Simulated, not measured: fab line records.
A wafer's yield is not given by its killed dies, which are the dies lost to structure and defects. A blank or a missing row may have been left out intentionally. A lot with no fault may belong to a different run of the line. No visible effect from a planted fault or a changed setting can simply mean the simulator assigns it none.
2 desks, one fault    flow sfqLine    every desk sees just its own numbers, and what lay behind them comes last

## METROLOGY DESK
Lot by lot, what the gauges showed, no matter which tool ran the lot: averages of those sampled wafers that carry a number. The brackets show how far a lot's mean lies from the usual mean; more than 4 standard deviations puts the lot out of limits, marked OUT.
Columns: A = I2_BOW at SFQ_I2_BOW_MEAS_917, usual 3 um; B = I2_OVL at SFQ_I2_OVL_MEAS_918, usual -2 nm
lot   first seen here  A   B
L863  day 35 05:10     -2  2
L864  day 35 23:20     5   -14
L865  day 36 05:23     2   1
L866  day 37 09:58     -1  3
L880  day 44 09:11     -1  -6
L882  day 44 22:22     2   -0
Finding of this desk: none of the 6 lots has anything out of limits.

## AT THE TOOL OWNER'S DESK: rieDiel-02
The tool's own readings at SFQ_TRILAYER_I2_VIA_BARC_OPEN_VIA_ETCH_096 (etches BARC in O2, target depth 125 nm, time 41.7 s): means of the sampled wafers that have a number, for each lot that ran on this tool. The brackets show how far a lot's mean lies from the usual mean; more than 4 standard deviations puts the lot out of limits, marked OUT.
Columns: A = drypumpMotorCurrentA at SFQ_TRILAYER_I2_VIA_BARC_OPEN_VIA_ETCH_096, usual 5.7 A; B = oesProductAu at SFQ_TRILAYER_I2_VIA_BARC_OPEN_VIA_ETCH_096, usual 0.685 a.u.; C = rfFwdPowerW at SFQ_TRILAYER_I2_VIA_BARC_OPEN_VIA_ETCH_096, usual 494.6 W; D = runLengthS at SFQ_TRILAYER_I2_VIA_BARC_OPEN_VIA_ETCH_096, usual 70.1 s
lot   first seen here  A    B      C      D
L864  day 42 05:31     5.8  0.683  495.7  70.2
L866  day 43 20:43     5.9  0.688  496.8  70.4
L880  day 50 18:56     5.5  0.677  494.1  71.7
L882  day 51 06:56     5.4  0.675  495.6  71.5
Finding of this desk: none of the 4 lots has anything out of limits.

## PUT TOGETHER
At the metrology desk, nothing out of limits was observed.
Nothing out of limits was seen by the tool owner's desk.

## WHAT THE SIMULATOR HAD INSERTED
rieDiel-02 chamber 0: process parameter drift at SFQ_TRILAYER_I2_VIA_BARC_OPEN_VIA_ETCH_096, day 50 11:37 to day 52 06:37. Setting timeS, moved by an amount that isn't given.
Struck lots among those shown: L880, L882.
